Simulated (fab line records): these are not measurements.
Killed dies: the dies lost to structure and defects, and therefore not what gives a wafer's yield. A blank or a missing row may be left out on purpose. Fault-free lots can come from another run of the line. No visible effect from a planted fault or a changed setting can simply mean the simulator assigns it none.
Which tool was responsible? || flow sky130 || at 1 step of a route of 708, 12 lots with 36 wafers sampled

== WHAT EACH GAUGE READ, for each wafer ==
SKY_FIELD_ISO_THK_MEAS_04.
{"lot": "L075", "measured": "day 1 19:30", "on": "film-metro-04", "FIELD_ISO_CVD_03_THK (nm)": "161.9 160.9 161.0"}
{"lot": "L077", "measured": "day 2 04:33", "on": "film-metro-04", "FIELD_ISO_CVD_03_THK (nm)": "161.2 161.5 161.4"}
{"lot": "L079", "measured": "day 2 15:37", "on": "film-metro-04", "FIELD_ISO_CVD_03_THK (nm)": "160.1 160.6 160.9"}
{"lot": "L081", "measured": "day 3 01:32", "on": "film-metro-03", "FIELD_ISO_CVD_03_THK (nm)": "163.4 162.2 161.9"}
{"lot": "L083", "measured": "day 3 14:57", "on": "film-metro-04", "FIELD_ISO_CVD_03_THK (nm)": "159.8 158.8 160.3"}
{"lot": "L085", "measured": "day 4 00:47", "on": "film-metro-04", "FIELD_ISO_CVD_03_THK (nm)": "160.8 161.2 162.3"}
{"lot": "L087", "measured": "day 4 06:46", "on": "film-metro-02", "FIELD_ISO_CVD_03_THK (nm)": "162.1 163.3 163.2"}
{"lot": "L089", "measured": "day 4 16:29", "on": "film-metro-04", "FIELD_ISO_CVD_03_THK (nm)": "162.6 161.6 160.0"}
{"lot": "L091", "measured": "day 5 04:14", "on": "film-metro-03", "FIELD_ISO_CVD_03_THK (nm)": "160.1 160.4 159.9"}
{"lot": "L093", "measured": "day 5 13:59", "on": "film-metro-04", "FIELD_ISO_CVD_03_THK (nm)": "161.4 163.2 162.1"}
{"lot": "L095", "measured": "day 6 00:42", "on": "film-metro-03", "FIELD_ISO_CVD_03_THK (nm)": "163.0 163.5 164.7"}
{"lot": "L097", "measured": "day 6 10:08", "on": "film-metro-04", "FIELD_ISO_CVD_03_THK (nm)": "163.2 163.3 163.7"}

== WHAT TOOL EACH LOT RAN ON (gives the tool, then ch and the chambers of the sampled wafers, and finally the start) ==
The record holds no process step before these readings.

== THE ANSWER, worked out from the rows above alone ==
Rule: what is usual is taken from the lots themselves. Put in order of their means at a reading, lots are off if they are a third of the lots or fewer, leave a main group of 4 or more, and stand apart from it by a gap of 3 or more times the standard deviation of the main group's means; of several such gaps the widest counts. The tables above print the reading to a certain number of digits; a main group whose means all agree to those digits is not used. Also off: a lot with no number at a reading for which 4 or more lots have one. Any other lot the step has rows for is counted as sound.
Across all readings shown, no lot is off: no conclusion can be drawn from this.

== WHAT HAD BEEN PUT IN BY THE SIMULATOR ==
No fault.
